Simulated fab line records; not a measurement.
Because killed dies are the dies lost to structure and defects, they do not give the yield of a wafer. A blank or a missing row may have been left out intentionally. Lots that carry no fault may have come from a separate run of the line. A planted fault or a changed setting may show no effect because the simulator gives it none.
Code-filled problem report in 8D (eight disciplines) form	flow sky130	the parts of the form that need people (team, actions taken, sign-off) are left out

1. WHAT IS WRONG
FIELD_ISO_CVD_24_THK at SKY_FIELD_ISO_THK_MEAS_25 reads a mean of 840 nm on 2 wafers of 2 lots; wafers without a fault read 597 nm with a standard deviation of 6.5. Relative to the usual mean, that is a shift of +37 standard deviations.
Seen first at day 4 21:23 on film metro-03, wafer L260.3. The record has a number at this step for 34 wafers belonging to 12 lots. By rule, "out" or "out of limits" means more than 4 standard deviations away from the usual mean. The rest of the wafers with a number are treated as sound.

2. WHAT IT IS, AND WHAT IT ISN'T
question	is	is not
which readings at this step	FIELD_ISO_CVD_24_THK	-
which lots	L260, L262	L248, L249, L250, L251, L252, L253, L257, L264, L266, L268
which wafers of those lots	L260.3, L262.5	L262.1, L262.2
read on which gauges	film metro-01, film metro-03	film metro-02
when	from day 4 21:23	up to then (21 sound wafers); but 11 sound wafers of L262, L264, L266, L268 came after

3. THE SUSPECTS, EACH WITH WHAT RULES IT OUT
Counting: if a tool at a process step up to the reading ran every lot that is out, it stays a suspect. Sound lots after the first of them don't rule it out here, since some wafers of a struck lot are sound.
- ruled out: the gauge at SKY_FIELD_ISO_THK_MEAS_25. 2 gauges (film metro-01, film metro-03) read the wafers that are out.
- hdpcvd-02 at SKY_FIELD_ISO_CVD_24 (deposits SiO2, target thk 595 nm, time 99.2 s): kept. Every lot that is out went through it, the first being L260 (day 4 21:17); the last sound lot it ran before that was L251 (day 2 21:30).
Remaining after the count: hdpcvd-02 at SKY_FIELD_ISO_CVD_24.

4. THE CAUSE (what the simulator had put in)
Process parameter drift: hdpcvd-02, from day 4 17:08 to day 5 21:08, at SKY_FIELD_ISO_CVD_24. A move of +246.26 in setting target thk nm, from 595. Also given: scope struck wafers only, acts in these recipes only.
The count eliminated every tool but this one.

5. THE EFFECT CHAIN, in route order
Rows list readings where the struck wafers' mean (over those with a number) sits beyond 3 standard deviations from the usual. Scope: only readings with a usual standard deviation given in the record; hours: median across lots of the time from each lot's start at the first step in this table that gives one to its start at this step; sigmas: change in usual standard deviations.
hours	step	reading	usual	on struck wafers	change	sigmas
0	SKY_FIELD_ISO_THK_MEAS_25	FIELD_ISO_CVD_24_THK	597 nm	840	+244	+37
8	SKY_FIELD_ISO_CMP_27	time to endpoint s	110 s	154	+44	+12
Process steps it contains:
- SKY_FIELD_ISO_CMP_27: polishes, stops on Si3N4, t overpolish 16 s, target thk 457.8 nm.

6. WHAT WOULD HAVE CAUGHT IT SOONER
The first out-of-limits reading at a measuring or inspecting step in this record came at day 4 21:23, 4 hours after the fault's start at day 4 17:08.
Of the lots that are out (2), L262 began SKY_FIELD_ISO_CVD_24 on hdpcvd-02 after day 4 21:23. It would have been spared by a hold on the tool at that moment.
